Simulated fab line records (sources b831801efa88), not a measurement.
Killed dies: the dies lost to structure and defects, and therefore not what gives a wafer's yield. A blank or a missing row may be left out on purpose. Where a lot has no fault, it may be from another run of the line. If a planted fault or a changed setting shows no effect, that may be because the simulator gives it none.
fab line records ; flow gf180mcu
record lots=7; wafers=21; last-day=34
route steps=602 shown HV_LDD@200
lots with no fault: from the same line, run without faults
start-h: hours from the record's opening day to when the first of the lot's shown wafers began ; wait-h: hours since the lot's step before ; " identical to the entry in the row above ; L1.1+2: a row that stands for several wafers ; - value missing, or start not given ; * or withheld: withheld ; < > ~ a bound
route shown NAME@n: names a module that has steps shown in the file, with the first one's number in the route ; usual: mean/standard deviation of fault-free wafers ; same: alike in all rows ; chamber/n: place in a boat ; sites: each site's reading ; _std_site: the standard deviation of these ; _edge_site: the outer-site mean with the inner-site mean subtracted ; radius-mm: for every site, how far away it sits from the centre of the wafer ; mask NAME#n: copy n ; behind: the tool/chamber that last shaped the wafer ; hold: reason for holding the lot/hours on hold/outcome of the hold ; device: whichever transistor did not switch (one of n, p or np) ; end of line: the same wafers' tests at the end of the route ; a step without rows: its recipe alone ; killed: dies that structure and defects cost at the first sort, which is not the same as the wafer's yield ; map: shows each die of a wafer: x if killed, . if not, _ if none is there
set.NAME: the setting as run; set.NAME@STEP: as run at that earlier step ; model.NAME: the simulator's own value behind a step, which no gauge read
lots at selected steps of the route; one table per step, one row per wafer
services: when a tool's chamber went out of use (start-h, in hours from the record's first day, below 0 if earlier), for how many hours, and the reason
## steps
# step GF_HV_LDD_DEHYDRATE_24
# recipe temp-c=200; time-s=60
# step GF_HV_LDD_HMDS_25
# recipe prime-time-s=60; prime-temp-c=120
# step GF_HV_LDD_COAT_26
# recipe resist=NOVOLAK; spin-rpm=3000; resist-thk-nm=1000
# step GF_HV_LDD_SOFTBAKE_27
# recipe temp-c=90; time-s=60; resist=NOVOLAK
# step GF_HV_LDD_EXPOSE_28
# recipe mask-id=Nplus_HV_AREA; target-cd-nm=400; na=0.6; source-shape=conventional; sigma-outer=0.6; dose-mj=140
# step GF_HV_LDD_PEB_29
# recipe temp-c=withheld; time-s=*; resist=NOVOLAK
# step GF_HV_LDD_DEVELOP_30
# recipe develop-time-s=60; dev-temp-c=23
# step GF_HV_LDD_CD_MEAS_31
# recipe target-cd-nm=400
# usual cd-nm=400.1/2.3
lot.wafer;tool;chamber;start-h;wait-h;cd-nm
L579.2;cd-sem-02;-;291.68;0.1;400.6
L579.3;cd-sem-02;-;291.68;0.1;400.5
L579.5;cd-sem-02;-;291.68;0.1;399.5
L583.1;cd-sem-02;-;324.42;0.1;396.6
L583.3;cd-sem-02;-;324.42;0.1;396.7
L583.6;cd-sem-02;-;324.42;0.1;395.9
L584.1;cd-sem-02;-;331.18;0.1;396.9
L584.3;cd-sem-02;-;331.18;0.1;396.9
L584.5;cd-sem-02;-;331.18;0.1;401.4
L585.4;cd-sem-01;-;339.42;0.1;402.1
L585.5;cd-sem-01;-;339.42;0.1;399.7
L585.6;cd-sem-01;-;339.42;0.1;401.5
L590.1;cd-sem-02;-;379.43;0.1;401.2
L590.3;cd-sem-02;-;379.43;0.1;401.2
L590.4;cd-sem-02;-;379.43;0.1;400.7
L594.3;cd-sem-02;-;407.62;0.1;402.1
L594.4;cd-sem-02;-;407.62;0.1;402.1
L594.5;cd-sem-02;-;407.62;0.1;404.9
L595.2;cd-sem-01;-;418.00;0.1;398.0
L595.3;cd-sem-01;-;418.00;0.1;399.3
L595.5;cd-sem-01;-;418.00;0.1;398.8
# step GF_HV_LDD_OVL_MEAS_32
# usual HV_LDD_02_OVL=0.2/1.7
lot.wafer;tool;chamber;start-h;wait-h;HV_LDD_02_OVL[nm]
L579.2;overlay-02;-;291.78;0.1;-1.1
L579.3;overlay-02;-;291.78;0.1;0.1
L579.5;overlay-02;-;291.78;0.1;-1.6
L583.1;overlay-01;-;324.54;0.1;-1.5
L583.3;overlay-01;-;324.54;0.1;-0.3
L583.6;overlay-01;-;324.54;0.1;0.0
L584.1;overlay-01;-;331.30;0.1;0.1
L584.3;overlay-01;-;331.30;0.1;0.1
L584.5;overlay-01;-;331.30;0.1;-0.8
L585.4;overlay-01;-;339.50;0.1;-0.1
L585.5;overlay-01;-;339.50;0.1;-0.4
L585.6;overlay-01;-;339.50;0.1;-1.5
L590.1;overlay-01;-;379.55;0.1;-0.6
L590.3;overlay-01;-;379.55;0.1;-0.4
L590.4;overlay-01;-;379.55;0.1;-1.2
L594.3;overlay-02;-;407.71;0.1;-2.7
L594.4;overlay-02;-;407.71;0.1;-3.1
L594.5;overlay-02;-;407.71;0.1;-3.1
L595.2;overlay-02;-;418.10;0.1;1.6
L595.3;overlay-02;-;418.10;0.1;2.3
L595.5;overlay-02;-;418.10;0.1;1.1
# step GF_HV_LDD_IMPLANT_33
# recipe species=P; energy-kev=60; dose-cm2=7.5e+12; tilt-deg=30; rotation-deg=0
# step GF_HV_LDD_IMPLANT_34
# recipe species=P; energy-kev=60; dose-cm2=7.5e+12; tilt-deg=30; rotation-deg=90
# step GF_HV_LDD_IMPLANT_35
# recipe species=P; energy-kev=58.2; dose-cm2=7.5e+12; tilt-deg=30; rotation-deg=180
# step GF_HV_LDD_IMPLANT_36
# recipe species=P; energy-kev=60; dose-cm2=7.5e+12; tilt-deg=30; rotation-deg=270
# usual beam-energy-keV=60.001/0.019; beam-on-s=10.01/0.2; dose-ions-cm2=7.501e+12/7.7e+09
lot.wafer;tool;chamber;start-h;wait-h;beam-energy-keV;beam-on-s;dose-ions-cm2
L579.2;implanter-01;0;292.29;0.1;60.006;10.06;7.5e+12
L579.3;implanter-01;0;292.29;0.1;60.011;10.02;7.511e+12
L579.5;implanter-01;0;292.29;0.1;60.005;9.88;7.513e+12
L583.1;implanter-01;-;325.03;0.1;-;-;-
L583.3;implanter-01;-;325.03;0.1;-;-;-
L583.6;implanter-01;-;325.03;0.1;-;-;-
L584.1;implanter-04;-;331.79;0.1;-;-;-
L584.3;implanter-04;-;331.79;0.1;-;-;-
L584.5;implanter-04;-;331.79;0.1;-;-;-
L585.4;implanter-01;-;340.04;0.1;-;-;-
L585.5;implanter-01;-;340.04;0.1;-;-;-
L585.6;implanter-01;-;340.04;0.1;-;-;-
L590.1;implanter-01;0;380.04;0.1;60.017;9.87;7.502e+12
L590.3;implanter-01;0;380.04;0.1;59.998;9.62;7.503e+12
L590.4;implanter-01;0;380.04;0.1;60.036;10.53;7.508e+12
L594.3;implanter-01;0;408.24;0.1;60.000;9.55;7.511e+12
L594.4;implanter-01;0;408.24;0.1;59.992;9.88;7.502e+12
L594.5;implanter-01;0;408.24;0.1;59.984;10.13;7.508e+12
L595.2;implanter-02;0;418.61;0.1;60.021;10.29;7.509e+12
L595.3;implanter-02;0;418.61;0.1;60.004;10.18;7.507e+12
L595.5;implanter-02;0;418.61;0.1;59.989;10.00;7.507e+12
# step GF_HV_LDD_STRIP_37
# recipe chemistry=O2/N2; power-w=1400; pressure-mtorr=1500; platen-temp-c=250; o2-flow-sccm=3000; n2-flow-sccm=300; overash-fraction=0.5
# usual drypump-motor-current-A=5.4/0.75; heater-power-w=298/23; oes-product-au=0.716/0.0051; strip-time-to-endpoint-s=12.62/0.031
lot.wafer;tool;chamber;start-h;wait-h;drypump-motor-current-A;heater-power-w;oes-product-au;rf-hours-counter-h;strip-time-to-endpoint-s
L579.2;plasma-asher-01;0;292.41;0.1;6.3;309;0.717;66;12.60
L579.3;plasma-asher-01;1;292.41;0.1;4.9;307;0.719;-;12.57
L579.5;plasma-asher-01;0;292.41;0.1;6.3;317;0.708;-;12.62
L583.1;plasma-asher-01;1;325.18;0.1;4.9;308;0.718;69;12.68
L583.3;plasma-asher-01;0;325.18;0.1;6.3;317;0.723;-;12.62
L583.6;plasma-asher-01;1;325.18;0.1;4.9;305;0.713;-;12.65
L584.1;plasma-asher-02;1;331.94;0.1;6.6;265;0.725;21;12.65
L584.3;plasma-asher-02;1;331.94;0.1;6.6;267;0.723;-;12.64
L584.5;plasma-asher-02;0;331.94;0.1;4.8;306;0.716;-;12.61
L585.4;plasma-asher-02;0;340.15;0.1;4.8;318;0.720;-;12.61
L585.5;plasma-asher-02;1;340.15;0.1;6.6;270;0.718;-;12.62
L585.6;plasma-asher-02;0;340.15;0.1;4.8;310;0.715;-;12.60
L590.1;plasma-asher-04;1;380.19;0.1;5.1;265;0.713;73;12.62
L590.3;plasma-asher-04;0;380.19;0.1;4.7;315;0.709;-;12.62
L590.4;plasma-asher-04;1;380.19;0.1;5.1;258;0.715;-;12.65
L594.3;plasma-asher-04;0;408.37;0.1;4.7;313;0.720;-;12.58
L594.4;plasma-asher-04;1;408.37;0.1;5.1;258;0.710;-;12.59
L594.5;plasma-asher-04;0;408.37;0.1;4.7;306;0.707;-;12.58
L595.2;plasma-asher-04;0;418.73;0.1;4.7;317;0.715;77;12.61
L595.3;plasma-asher-04;0;418.73;0.1;4.7;311;0.700;-;12.65
L595.5;plasma-asher-04;0;418.73;0.1;4.7;315;0.721;-;12.61
# step GF_HV_LDD_TW_MEAS_38
# usual HV_LDD_3_TW=1437/11
lot.wafer;tool;chamber;start-h;wait-h;HV_LDD_3_TW
L579.2;film-metro-03;-;292.52;0.1;1434
L579.3;film-metro-03;-;292.52;0.1;1439
L579.5;film-metro-03;-;292.52;0.1;1427
L583.1;film-metro-03;-;325.28;0.1;1320
L583.3;film-metro-03;-;325.28;0.1;1312
L583.6;film-metro-03;-;325.28;0.1;1313
L584.1;film-metro-03;-;332.04;0.1;1315
L584.3;film-metro-03;-;332.04;0.1;1313
L584.5;film-metro-03;-;332.04;0.1;1310
L585.4;film-metro-04;-;340.24;0.1;1307
L585.5;film-metro-04;-;340.24;0.1;1306
L585.6;film-metro-04;-;340.24;0.1;1308
L590.1;film-metro-04;-;380.29;0.1;1429
L590.3;film-metro-04;-;380.29;0.1;1427
L590.4;film-metro-04;-;380.29;0.1;1425
L594.3;film-metro-04;-;408.46;0.1;1420
L594.4;film-metro-04;-;408.46;0.1;1427
L594.5;film-metro-04;-;408.46;0.1;1426
L595.2;film-metro-01;-;418.84;0.1;1441
L595.3;film-metro-01;-;418.84;0.1;1445
L595.5;film-metro-01;-;418.84;0.1;1455
# step GF_HV_LDD_DEHYDRATE_39
# recipe temp-c=200; time-s=60
# step GF_HV_LDD_HMDS_40
# recipe prime-time-s=60; prime-temp-c=120
# step GF_HV_LDD_COAT_41
# recipe resist=NOVOLAK; spin-rpm=3000; resist-thk-nm=1000
# step GF_HV_LDD_SOFTBAKE_42
# recipe temp-c=90; time-s=60; resist=NOVOLAK
# step GF_HV_LDD_EXPOSE_43
# recipe mask-id=Pplus_HV_AREA; target-cd-nm=400; na=0.6; source-shape=conventional; sigma-outer=0.6; dose-mj=140
# step GF_HV_LDD_PEB_44
# recipe temp-c=withheld; time-s=*; resist=NOVOLAK
# step GF_HV_LDD_DEVELOP_45
# recipe develop-time-s=60; dev-temp-c=23
# step GF_HV_LDD_CD_MEAS_46
# recipe target-cd-nm=400
# usual cd-nm=400.5/2.1
lot.wafer;tool;chamber;start-h;wait-h;cd-nm
L579.2;cd-sem-02;-;313.14;0.1;403.4
L579.3;cd-sem-02;-;313.14;0.1;399.3
L579.5;cd-sem-02;-;313.14;0.1;399.7
L583.1;cd-sem-01;-;347.01;0.1;402.4
L583.3;cd-sem-01;-;347.01;0.1;399.4
L583.6;cd-sem-01;-;347.01;0.1;399.0
L584.1;cd-sem-02;-;353.71;0.1;402.0
L584.3;cd-sem-02;-;353.71;0.1;399.4
L584.5;cd-sem-02;-;353.71;0.1;400.0
L585.4;cd-sem-02;-;362.59;0.1;399.5
L585.5;cd-sem-02;-;362.59;0.1;398.5
L585.6;cd-sem-02;-;362.59;0.1;400.2
L590.1;cd-sem-01;-;403.56;0.1;400.0
L590.3;cd-sem-01;-;403.56;0.1;400.9
L590.4;cd-sem-01;-;403.56;0.1;402.0
L594.3;cd-sem-01;-;431.66;0.1;401.8
L594.4;cd-sem-01;-;431.66;0.1;400.9
L594.5;cd-sem-01;-;431.66;0.1;400.9
L595.2;cd-sem-02;-;442.80;0.1;400.3
L595.3;cd-sem-02;-;442.80;0.1;399.0
L595.5;cd-sem-02;-;442.80;0.1;400.1
# step GF_HV_LDD_OVL_MEAS_47
# usual HV_LDD_03_OVL=-1.1/1.5
lot.wafer;tool;chamber;start-h;wait-h;HV_LDD_03_OVL[nm]
L579.2;overlay-01;-;313.25;0.1;-2.9
L579.3;overlay-01;-;313.25;0.1;-4.4
L579.5;overlay-01;-;313.25;0.1;-2.9
L583.1;overlay-01;-;347.13;0.1;-1.9
L583.3;overlay-01;-;347.13;0.1;-1.5
L583.6;overlay-01;-;347.13;0.1;-2.5
L584.1;overlay-01;-;353.83;0.1;2.1
L584.3;overlay-01;-;353.83;0.1;0.6
L584.5;overlay-01;-;353.83;0.1;0.0
L585.4;overlay-02;-;362.67;0.1;-1.6
L585.5;overlay-02;-;362.67;0.1;-2.0
L585.6;overlay-02;-;362.67;0.1;-1.9
L590.1;overlay-02;-;403.68;0.1;-1.9
L590.3;overlay-02;-;403.68;0.1;-0.9
L590.4;overlay-02;-;403.68;0.1;-2.6
L594.3;overlay-02;-;431.75;0.1;-3.3
L594.4;overlay-02;-;431.75;0.1;-1.9
L594.5;overlay-02;-;431.75;0.1;-1.7
L595.2;overlay-01;-;442.90;0.1;-3.5
L595.3;overlay-01;-;442.90;0.1;0.2
L595.5;overlay-01;-;442.90;0.1;-3.4
# step GF_HV_LDD_IMPLANT_48
# recipe species=B; energy-kev=25; dose-cm2=3e+13; tilt-deg=7
# step GF_HV_LDD_STRIP_49
# recipe chemistry=O2/N2; power-w=1400; pressure-mtorr=1500; platen-temp-c=250; o2-flow-sccm=3000; n2-flow-sccm=300; overash-fraction=0.5
# usual drypump-motor-current-A=5.4/0.77; heater-power-w=294/24; oes-product-au=0.716/0.0045; strip-time-to-endpoint-s=12.62/0.031
lot.wafer;tool;chamber;start-h;wait-h;drypump-motor-current-A;heater-power-w;oes-product-au;rf-hours-counter-h;strip-time-to-endpoint-s
L579.2;plasma-asher-01;1;313.43;0.1;4.9;317;0.721;68;12.60
L579.3;plasma-asher-01;1;313.43;0.1;4.9;305;0.707;-;12.62
L579.5;plasma-asher-01;0;313.43;0.1;6.3;320;0.714;-;12.65
L583.1;plasma-asher-01;0;347.31;0.1;6.3;318;0.717;72;12.62
L583.3;plasma-asher-01;0;347.31;0.1;6.3;317;0.719;-;12.64
L583.6;plasma-asher-01;0;347.31;0.1;6.3;316;0.708;-;12.61
L584.1;plasma-asher-04;1;354.01;0.1;5.1;260;0.711;70;12.61
L584.3;plasma-asher-04;1;354.01;0.1;5.1;258;0.711;-;12.55
L584.5;plasma-asher-04;0;354.01;0.1;4.7;318;0.722;-;12.60
L585.4;plasma-asher-04;0;362.87;0.1;4.7;313;0.717;-;12.63
L585.5;plasma-asher-04;0;362.87;0.1;4.7;314;0.710;-;12.66
L585.6;plasma-asher-04;1;362.87;0.1;5.1;248;0.719;-;12.65
L590.1;plasma-asher-02;1;403.86;0.1;6.6;262;0.721;29;12.65
L590.3;plasma-asher-02;0;403.86;0.1;4.8;317;0.722;-;12.63
L590.4;plasma-asher-02;1;403.86;0.1;6.6;274;0.715;-;12.59
L594.3;plasma-asher-04;0;431.96;0.1;4.7;307;0.712;-;12.66
L594.4;plasma-asher-04;1;431.96;0.1;5.1;257;0.710;-;12.67
L594.5;plasma-asher-04;1;431.96;0.1;5.1;262;0.715;-;12.63
L595.2;plasma-asher-04;1;443.08;0.1;5.1;264;0.721;80;12.59
L595.3;plasma-asher-04;1;443.08;0.1;5.1;256;0.710;-;12.59
L595.5;plasma-asher-04;0;443.08;0.1;4.7;317;0.720;-;12.58
# step GF_HV_LDD_TW_MEAS_50
# usual HV_LDD_4_TW=571/3.4
lot.wafer;tool;chamber;start-h;wait-h;HV_LDD_4_TW
L579.2;film-metro-03;-;313.54;0.1;571
L579.3;film-metro-03;-;313.54;0.1;571
L579.5;film-metro-03;-;313.54;0.1;573
L583.1;film-metro-04;-;347.41;0.1;565
L583.3;film-metro-04;-;347.41;0.1;566
L583.6;film-metro-04;-;347.41;0.1;568
L584.1;film-metro-03;-;354.11;0.1;572
L584.3;film-metro-03;-;354.11;0.1;572
L584.5;film-metro-03;-;354.11;0.1;576
L585.4;film-metro-01;-;362.97;0.1;574
L585.5;film-metro-01;-;362.97;0.1;579
L585.6;film-metro-01;-;362.97;0.1;575
L590.1;film-metro-03;-;403.96;0.1;573
L590.3;film-metro-03;-;403.96;0.1;572
L590.4;film-metro-03;-;403.96;0.1;573
L594.3;film-metro-04;-;432.05;0.1;565
L594.4;film-metro-04;-;432.05;0.1;566
L594.5;film-metro-04;-;432.05;0.1;568
L595.2;film-metro-01;-;443.19;0.1;578
L595.3;film-metro-01;-;443.19;0.1;580
L595.5;film-metro-01;-;443.19;0.1;577
# step GF_HV_LDD_CLEAN_51
# recipe chemistry=SC1/SC2; mix=1:4:20; temp-c=70; time-s=150; dry=n2-spin
# step GF_HV_LDD_RTA_52
# recipe temp-c=1000; time-s=10; ambient=N2
# usual lamp-power-pct=34.9/0.89; wafer_temp_C_max=1003.5/0.75
lot.wafer;tool;chamber;start-h;wait-h;lamp-power-pct;wafer_temp_C_max
L579.2;rtp-anneal-01;0;313.66;0.0;36.5;1003.1
L579.3;rtp-anneal-01;0;313.66;0.0;36.5;1003.4
L579.5;rtp-anneal-01;0;313.66;0.0;36.4;1003.6
L583.1;rtp-anneal-02;0;347.52;0.0;34.5;1004.2
L583.3;rtp-anneal-02;0;347.52;0.0;34.4;1002.2
L583.6;rtp-anneal-02;0;347.52;0.0;34.4;1002.4
L584.1;rtp-anneal-02;0;354.22;0.0;34.4;1003.0
L584.3;rtp-anneal-02;0;354.22;0.0;34.4;1002.0
L584.5;rtp-anneal-02;0;354.22;0.0;34.5;1003.5
L585.4;rtp-anneal-02;0;363.08;0.0;34.4;1003.9
L585.5;rtp-anneal-02;0;363.08;0.0;34.4;1003.0
L585.6;rtp-anneal-02;0;363.08;0.0;34.5;1004.0
L590.1;rtp-anneal-02;0;404.07;0.0;34.4;1002.8
L590.3;rtp-anneal-02;0;404.07;0.0;34.4;1002.6
L590.4;rtp-anneal-02;0;404.07;0.0;34.4;1003.7
L594.3;rtp-anneal-02;0;432.17;0.0;34.4;1004.5
L594.4;rtp-anneal-02;0;432.17;0.0;34.4;1003.4
L594.5;rtp-anneal-02;0;432.17;0.0;34.4;1004.6
L595.2;rtp-anneal-02;0;443.31;0.0;34.4;1003.4
L595.3;rtp-anneal-02;0;443.31;0.0;34.4;1004.0
L595.5;rtp-anneal-02;0;443.31;0.0;34.4;1002.1
# step GF_HV_LDD_RS_MEAS_53
# recipe thk-meas-gauge=four-point-probe
# usual HV_LDD_RS=419.2/0.92
lot.wafer;tool;chamber;start-h;wait-h;HV_LDD_RS[ohm/sq]
L579.2;film-metro-01;-;313.74;0.1;418.1
L579.3;film-metro-01;-;313.74;0.1;418.2
L579.5;film-metro-01;-;313.74;0.1;418.8
L583.1;film-metro-03;-;347.59;0.1;441.0
L583.3;film-metro-03;-;347.59;0.1;441.4
L583.6;film-metro-03;-;347.59;0.1;441.6
L584.1;film-metro-03;-;354.29;0.1;441.0
L584.3;film-metro-03;-;354.29;0.1;440.6
L584.5;film-metro-03;-;354.29;0.1;439.8
L585.4;film-metro-03;-;363.17;0.1;440.5
L585.5;film-metro-03;-;363.17;0.1;439.9
L585.6;film-metro-03;-;363.17;0.1;441.0
L590.1;film-metro-04;-;404.14;0.1;418.9
L590.3;film-metro-04;-;404.14;0.1;419.1
L590.4;film-metro-04;-;404.14;0.1;418.5
L594.3;film-metro-01;-;432.25;0.1;418.8
L594.4;film-metro-01;-;432.25;0.1;419.4
L594.5;film-metro-01;-;432.25;0.1;419.7
L595.2;film-metro-03;-;443.38;0.1;418.2
L595.3;film-metro-03;-;443.38;0.1;419.4
L595.5;film-metro-03;-;443.38;0.1;417.3
# step GF_HV_LDD_CVD_54
# recipe material=SiO2; target-thk-nm=10; precursor=TEOS; temp-c=680; time-s=75; pressure-mtorr=400
## services
tool;chamber;start-h;hours;kind
implanter-04;-;274.64;3.1;repair
plasma-asher-02;-;291.92;4.4;repair
plasma-asher-04;-;306.02;0.6;repair
implanter-02;-;336.17;4.9;pm
plasma-asher-02;-;359.97;2.8;pm
implanter-04;-;380.53;5.8;repair
implanter-04;-;397.06;3.7;pm
plasma-asher-01;-;415.35;15.6;pm
implanter-01;-;426.31;2.1;repair
plasma-asher-01;-;430.95;9.0;pm
plasma-asher-01;0;430.95;9.0;vent-cycle
plasma-asher-01;1;430.95;9.0;vent-cycle
plasma-asher-01;0;439.95;-;clean
plasma-asher-01;1;439.95;-;clean
## key
first-sign step=GF_HV_LDD_IMPLANT_36; reading=tool-record; direction=missing
effect step=GF_HV_LDD_TW_MEAS_38; reading=HV_LDD_3_TW; direction=down; sigmas=12; usual=1437; struck=1311
effect step=GF_HV_LDD_RS_MEAS_53; reading=HV_LDD_RS; direction=up; sigmas=23; usual=419.2; struck=440.7
met-at GF_HV_LDD_IMPLANT_36
struck-wafers L583.1,L583.3,L583.6,L584.1,L584.3,L584.5,L585.4,L585.5,L585.6
later-rows-left-out L583.1,L583.3,L583.6,L584.1,L584.3,L584.5,L585.4,L585.5,L585.6
sort-left-out L583.1,L583.3,L583.6,L584.1,L584.3,L584.5,L585.4,L585.5,L585.6
tester-left-out L583,L584,L585
onset-between 292.29 325.03
fault kind=skipped-step-whole; tool=implanter-01,implanter-04; chamber=-; onset-h=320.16; steps=GF_HV_LDD_IMPLANT_36; scope=struck-lots-only
# tester-left-out: of these lots the tester's yield and bins aren't shown, on N5 and GAA mostly nor the transistor test; their killed dies are dies lost to structure and defects alone, not to doping, threshold or leakage, so they don't give the yield
# sort-left-out: the simulated sort isn't trusted on such a fault, so these wafers' sort isn't shown, and their yield isn't known
# later-rows-left-out: the simulator's readings of these wafers behind a module that went badly wrong aren't trusted and aren't shown, but for the sort
